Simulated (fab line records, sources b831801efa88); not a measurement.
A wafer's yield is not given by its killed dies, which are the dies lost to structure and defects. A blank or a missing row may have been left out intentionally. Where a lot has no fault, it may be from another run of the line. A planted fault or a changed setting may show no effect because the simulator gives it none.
Which tool is to blame?	flow sky130	12 lots with 34 wafers sampled at 4 steps, on a route of 708 steps

WHAT THE GAUGES READ, wafer by wafer
SKY_FIELD_ISO_THK_MEAS_04.
lot	measured	on	FIELD_ISO_CVD_03_THK (nm)
L248	day 1 13:29	film_metro-02	165.5 165.3 164.9
L249	day 1 18:29	film_metro-01	164.4 165.2 166.5
L250	day 1 23:31	film_metro-03	166.0 165.1 166.0
L251	day 2 04:30	film_metro-01	164.9 166.3 163.6
L252	day 2 10:46	film_metro-02	165.3 165.4 165.5
L253	day 2 14:29	film_metro-01	163.0 165.1 163.9
L257	day 3 10:53	film_metro-02	162.7 164.2 166.2
L260	day 4 01:30	film_metro-01	162.4
L262	day 4 11:29	film_metro-01	165.1 165.3 165.4
L264	day 4 21:29	film_metro-01	164.9 166.1 164.5
L266	day 5 10:09	film_metro-01	162.1 163.2 164.4
L268	day 5 17:29	film_metro-02	163.5 163.8 164.4

SKY_FIELD_ISO_CD_MEAS_13: target cd 150 nm.
lot	measured	on	cd_nm (nm)
L248	day 2 03:50	cd_sem-01	149.9 148.8 149.3
L249	day 2 08:55	cd_sem-02	150.4 149.4 149.1
L250	day 2 14:27	cd_sem-02	148.5 149.3 149.1
L251	day 2 19:38	cd_sem-01	149.2 148.5 149.2
L252	day 3 01:45	cd_sem-01	149.7 148.8 148.8
L253	day 3 05:56	cd_sem-01	151.1 149.7 150.0
L257	day 4 03:41	cd_sem-02	149.5 149.4 148.3
L260	day 4 19:26	cd_sem-02	148.2
L262	day 5 04:26	cd_sem-02	148.7 146.6 147.7
L264	day 5 15:08	cd_sem-02	151.4 151.1 150.9
L266	day 6 04:46	cd_sem-01	149.4 150.7 150.1
L268	day 6 11:47	cd_sem-01	149.8 150.3 150.1

SKY_FIELD_ISO_THK_MEAS_25.
lot	measured	on	FIELD_ISO_CVD_24_THK (nm)
L248	day 2 05:49	film_metro-03	599 589 608
L249	day 2 11:10	film_metro-02	591 592 597
L250	day 2 16:36	film_metro-03	587 592 603
L251	day 2 21:35	film_metro-01	596 596 599
L252	day 3 03:42	film_metro-03	590 587 599
L253	day 3 07:55	film_metro-02	603 596 593
L257	day 4 05:40	film_metro-01	596 589 601
L260	day 4 21:23	film_metro-03	846 845
L262	day 5 08:33	film_metro-01	587 597 835 587 596 834
L264	day 5 17:55	film_metro-01	600 598 601
L266	day 6 09:19	film_metro-01	597 599 600
L268	day 6 13:46	film_metro-02	608 597 602

EACH LOT AND THE TOOL THAT RAN IT (in order: tool; ch and the chambers of the sampled wafers; start)
lot	SKY_FIELD_ISO_CVD_24
L248	hdpcvd-01 ch 1,2, day 2 05:45
L249	hdpcvd-02 ch 0,1, day 2 11:05
L250	hdpcvd-01 ch 0,1,2, day 2 16:32
L251	hdpcvd-02 ch 0,1, day 2 21:30
L252	hdpcvd-01 ch 0,1,2, day 3 03:38
L253	hdpcvd-01 ch 1,2, day 3 07:50
L257	hdpcvd-01 ch 1,2, day 4 05:35
L260	hdpcvd-02 ch 1, day 4 21:17
L262	hdpcvd-02 ch 0,2, day 5 08:28
L264	hdpcvd-01 ch 0,1,2, day 5 17:50
L266	hdpcvd-01 ch 0,2, day 6 09:14
L268	hdpcvd-01 ch 0,1, day 6 13:41
- SKY_FIELD_ISO_CVD_24: deposits SiO2, target thk 595 nm, time 99.2 s.

WHAT THE TOOLS THEMSELVES READ (means of the sampled wafers that have a number; where no wafer has one, the mark that the record gives instead)
The record holds no such reading with a usual standard deviation.

THE ANSWER, worked out from the rows above alone
Rule: the usual values come from the lots themselves. The widest of any qualifying gaps counts: lots, ordered by their means at a reading, are off when they make up no more than a third of the lots, leave a main group of 4 or more, and stand apart from it by 3 or more times the standard deviation of that group's means. Not used: any main group whose means are identical at the precision the tables above print for the reading. Also off: a lot with no number at a reading for which 4 or more lots have one. Where the step has rows for the other lots, those lots are counted as sound. Order of review: gauges by route order, followed by the tools' own readings, for which a lot's mean as printed above is used. At the first step where some lot is off, the reading lying furthest off is the one used; lots without a number count as furthest.
Off: L260, L262, seen at SKY_FIELD_ISO_THK_MEAS_25 (FIELD_ISO_CVD_24_THK). Mean 597 nm and standard deviation 3 in the main group.
If a tool, at a process step before that reading, ran all the lots that are off and no sound lot after the first of them, it fits. The gauges at SKY_FIELD_ISO_THK_MEAS_25 are tried like those tools. One fits: hdpcvd-02 at SKY_FIELD_ISO_CVD_24. Its last sound lot is L251 (day 2 21:30), its first lot that is off L260 (day 4 21:17): a fault that began between those two fits.

WHAT THE SIMULATOR PUT IN
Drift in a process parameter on hdpcvd-02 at SKY_FIELD_ISO_CVD_24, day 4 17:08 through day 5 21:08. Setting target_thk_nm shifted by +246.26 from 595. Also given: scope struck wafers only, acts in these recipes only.
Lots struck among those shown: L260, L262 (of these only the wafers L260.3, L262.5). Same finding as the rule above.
